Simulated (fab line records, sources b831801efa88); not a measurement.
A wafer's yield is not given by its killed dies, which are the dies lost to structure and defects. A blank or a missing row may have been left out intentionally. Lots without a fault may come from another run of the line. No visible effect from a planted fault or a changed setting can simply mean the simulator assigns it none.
Which tool was responsible? + flow gf180mcu + Sampling: 12 lots, 36 wafers, 6 of 602 route steps

== WHAT EACH GAUGE READ, for each wafer ==
GF_NSD_CD_MEAS_07 targets a cd of 400 nm.
| lot  | measured     | on        | cd_nm (nm)        |
|------|--------------|-----------|-------------------|
| L504 | day 13 06:22 | cd_sem-02 | 399.0 398.2 400.0 |
| L505 | day 13 13:03 | cd_sem-01 | 399.1 398.0 398.8 |
| L506 | day 14 00:40 | cd_sem-02 | 396.5 399.3 400.5 |
| L508 | day 14 21:52 | cd_sem-01 | - - -             |
| L509 | day 15 06:21 | cd_sem-01 | - - -             |
| L510 | day 15 10:59 | cd_sem-01 | - - -             |
| L512 | day 16 04:41 | cd_sem-02 | 401.3 401.2 398.9 |
| L518 | day 18 04:45 | cd_sem-01 | 401.3 400.5 399.9 |
| L519 | day 18 13:50 | cd_sem-02 | 402.7 402.1 403.0 |
| L523 | day 19 21:29 | cd_sem-02 | 398.6 396.9 399.0 |
| L524 | day 20 10:10 | cd_sem-01 | 400.9 399.7 398.4 |
| L527 | day 21 05:38 | cd_sem-02 | 399.9 401.7 400.9 |

GF_PSD_TW_MEAS_11.
| lot  | measured     | on            | PSD_TW                        |
|------|--------------|---------------|-------------------------------|
| L504 | day 14 03:06 | film_metro-02 | 3193 3186 3187                |
| L505 | day 14 10:08 | film_metro-02 | 3187 3173 3178                |
| L506 | day 14 23:01 | film_metro-01 | 3145 3169 3164                |
| L508 | day 15 20:17 | film_metro-03 | 4293 4277 4284 4272 4296 4295 |
| L509 | day 16 04:31 | film_metro-03 | 4280 4266 4259 4260 4255 4245 |
| L510 | day 16 09:53 | film_metro-01 | 4245 4264 4251 4261 4233 4237 |
| L512 | day 17 04:01 | film_metro-02 | 3205 3205 3193                |
| L518 | day 19 05:38 | film_metro-02 | 3183 3217 3200                |
| L519 | day 19 15:11 | film_metro-02 | 3216 3214 3209                |
| L523 | day 20 22:31 | film_metro-03 | 3191 3205 3195                |
| L524 | day 21 10:49 | film_metro-02 | 3190 3199 3197                |
| L527 | day 22 05:23 | film_metro-02 | 3211 3209 3206                |

GF_M2_THK_MEAS_06: measures by xrf.
| lot  | measured     | on            | M2_ALCU_THK (nm) |
|------|--------------|---------------|------------------|
| L504 | day 18 03:58 | film_metro-01 | 444 445 442      |
| L505 | day 18 09:55 | film_metro-02 | 435 439 442      |
| L506 | day 19 00:07 | film_metro-02 | 448 441 445      |
| L512 | day 21 10:11 | film_metro-02 | 447 445 442      |
| L518 | day 23 10:24 | film_metro-01 | 440 442 429      |
| L519 | day 23 19:22 | film_metro-01 | 434 434 428      |
| L523 | day 25 00:01 | film_metro-02 | 454 456 449      |
| L524 | day 25 11:26 | film_metro-01 | 438 441 435      |
| L527 | day 26 04:34 | film_metro-01 | 430 442 440      |

== EACH LOT AND THE TOOL THAT RAN IT (in order: tool; ch and the chambers of the sampled wafers; start) ==
| lot  | GF_NWELL_STRIP_10                   | GF_VT_IMPLANT_STRIP_09               | GF_NSD_COAT_02                    |
|------|-------------------------------------|--------------------------------------|-----------------------------------|
| L504 | plasma_asher-03 ch 0,1, day 3 06:20 | plasma_asher-01 ch 0,1, day 5 14:41  | litho_track-02 ch 0, day 12 19:53 |
| L505 | plasma_asher-04 ch 0,1, day 3 11:53 | plasma_asher-01 ch 0,1, day 5 20:41  | litho_track-03 ch 0, day 13 03:19 |
| L506 | plasma_asher-04 ch 0,1, day 3 17:20 | plasma_asher-03 ch 0,1, day 6 02:11  | litho_track-03 ch 0, day 13 13:46 |
| L508 | plasma_asher-01 ch 0,1, day 4 06:38 | plasma_asher-04 ch 0,1, day 6 16:48  | litho_track-03, day 14 10:19      |
| L509 | plasma_asher-03 ch 0,1, day 4 14:54 | plasma_asher-03 ch 0, day 7 01:42    | litho_track-01, day 14 19:37      |
| L510 | plasma_asher-01 ch 0,1, day 4 17:39 | plasma_asher-01 ch 0,1, day 7 06:00  | litho_track-02, day 15 00:32      |
| L512 | plasma_asher-04 ch 0,1, day 5 02:50 | plasma_asher-04 ch 0,1, day 7 16:15  | litho_track-01 ch 0, day 15 18:02 |
| L518 | plasma_asher-03 ch 0,1, day 6 12:39 | plasma_asher-01 ch 0,1, day 9 04:42  | litho_track-02 ch 0, day 17 17:21 |
| L519 | plasma_asher-01 ch 1, day 6 20:21   | plasma_asher-01 ch 0,1, day 9 14:18  | litho_track-02 ch 0, day 18 02:08 |
| L523 | plasma_asher-03 ch 0,1, day 7 15:23 | plasma_asher-04 ch 0,1, day 10 12:21 | litho_track-03 ch 0, day 19 08:35 |
| L524 | plasma_asher-03 ch 0,1, day 7 23:09 | plasma_asher-04 ch 0,1, day 10 20:39 | litho_track-01 ch 0, day 19 22:23 |
| L527 | plasma_asher-03 ch 0,1, day 8 13:08 | plasma_asher-01 ch 0,1, day 11 12:47 | litho_track-02 ch 0, day 20 17:14 |
- GF_NWELL_STRIP_10: strips in O2/N2.
- GF_VT_IMPLANT_STRIP_09: strips in O2/N2.
- GF_NSD_COAT_02: resist thk 1000 nm.

== WHAT THE TOOLS THEMSELVES READ (means of the sampled wafers that have a number; where no wafer has one, the mark that the record gives instead) ==
GF_NWELL_STRIP_10.
| lot  | tool            | drypump_motor_current_A (A) | heater_power_w (W) | oes_product_au (a.u.) | strip_time_to_endpoint_s (s) |
|------|-----------------|-----------------------------|--------------------|-----------------------|------------------------------|
| L504 | plasma_asher-03 | 6.2                         | 349                | 0.723                 | 36.99                        |
| L505 | plasma_asher-04 | 5.4                         | 300                | 0.726                 | 37.09                        |
| L506 | plasma_asher-04 | 5.4                         | 302                | 0.722                 | 36.96                        |
| L508 | plasma_asher-01 | 5.5                         | 344                | 0.723                 | 36.97                        |
| L509 | plasma_asher-03 | 5.9                         | 344                | 0.723                 | 36.96                        |
| L510 | plasma_asher-01 | 5.5                         | 386                | 0.728                 | 36.96                        |
| L512 | plasma_asher-04 | 5.4                         | 305                | 0.720                 | 36.97                        |
| L518 | plasma_asher-03 | 5.9                         | 347                | 0.719                 | 36.92                        |
| L519 | plasma_asher-01 | 5.4                         | 305                | 0.725                 | 37.01                        |
| L523 | plasma_asher-03 | 6.2                         | 352                | 0.724                 | 36.99                        |
| L524 | plasma_asher-03 | 6.2                         | 354                | 0.720                 | 37.04                        |
| L527 | plasma_asher-03 | 6.2                         | 358                | 0.720                 | 36.91                        |

GF_VT_IMPLANT_STRIP_09.
| lot  | tool            | drypump_motor_current_A (A) | heater_power_w (W) | oes_product_au (a.u.) | strip_time_to_endpoint_s (s) |
|------|-----------------|-----------------------------|--------------------|-----------------------|------------------------------|
| L504 | plasma_asher-01 | 5.5                         | 348                | 0.714                 | 12.66                        |
| L505 | plasma_asher-01 | 5.5                         | 341                | 0.711                 | 12.62                        |
| L506 | plasma_asher-03 | 5.9                         | 344                | 0.719                 | 12.62                        |
| L508 | plasma_asher-04 | 5.0                         | 318                | 0.712                 | 12.64                        |
| L509 | plasma_asher-03 | 5.7                         | 338                | 0.716                 | 12.61                        |
| L510 | plasma_asher-01 | 5.5                         | 377                | 0.714                 | 12.59                        |
| L512 | plasma_asher-04 | 5.4                         | 309                | 0.714                 | 12.69                        |
| L518 | plasma_asher-01 | 5.5                         | 346                | 0.716                 | 12.61                        |
| L519 | plasma_asher-01 | 5.5                         | 348                | 0.716                 | 12.61                        |
| L523 | plasma_asher-04 | 5.4                         | 307                | 0.712                 | 12.59                        |
| L524 | plasma_asher-04 | 5.4                         | 309                | 0.714                 | 12.64                        |
| L527 | plasma_asher-01 | 5.5                         | 342                | 0.711                 | 12.62                        |

GF_NSD_COAT_02.
| lot  | tool           | chill_plate_temp_C (C) | dispense_pressure_kPa (kPa) |
|------|----------------|------------------------|-----------------------------|
| L504 | litho_track-02 | 23.02                  | 49.6                        |
| L505 | litho_track-03 | 22.95                  | 52.8                        |
| L506 | litho_track-03 | 22.95                  | 52.8                        |
| L508 | litho_track-03 | -                      | -                           |
| L509 | litho_track-01 | -                      | -                           |
| L510 | litho_track-02 | -                      | -                           |
| L512 | litho_track-01 | 23.03                  | 50.8                        |
| L518 | litho_track-02 | 22.95                  | 49.5                        |
| L519 | litho_track-02 | 22.94                  | 49.6                        |
| L523 | litho_track-03 | 23.12                  | 52.8                        |
| L524 | litho_track-01 | 23.08                  | 50.8                        |
| L527 | litho_track-02 | 23.03                  | 49.6                        |

== THE ANSWER, worked out from the rows above alone ==
Rule: the usual values come from the lots themselves. Put in order of their means at a reading, lots are off if they are a third of the lots or fewer, leave a main group of 4 or more, and stand apart from it by a gap of 3 or more times the standard deviation of the main group's means; of several such gaps the widest counts. Not used: any main group whose means are identical at the precision the tables above print for the reading. A lot without any number at a reading at which 4 lots or more have one is off too. Any other lot the step has rows for is counted as sound. Order of review: gauges by route order, followed by the tools' own readings, for which a lot's mean as printed above is used. The first step at which some lot is off is used, and at that step the reading that is off furthest; a lot without a number counts as furthest.
Off: L508, L509, L510 (GF_NSD_CD_MEAS_07, cd_nm). Without a number there: L508, L509, L510. The main group: mean 399.9 nm, standard deviation 1.3.
If a tool, at a process step before that reading, ran all the lots that are off and no sound lot after the first of them, it fits. The gauges at GF_NSD_CD_MEAS_07 aren't tried: what is off there is off at GF_PSD_TW_MEAS_11 too, on other tools, and a gauge's error can't cause that. Of those tried, none fits.

== WHAT THE SIMULATOR HAD PUT IN ==
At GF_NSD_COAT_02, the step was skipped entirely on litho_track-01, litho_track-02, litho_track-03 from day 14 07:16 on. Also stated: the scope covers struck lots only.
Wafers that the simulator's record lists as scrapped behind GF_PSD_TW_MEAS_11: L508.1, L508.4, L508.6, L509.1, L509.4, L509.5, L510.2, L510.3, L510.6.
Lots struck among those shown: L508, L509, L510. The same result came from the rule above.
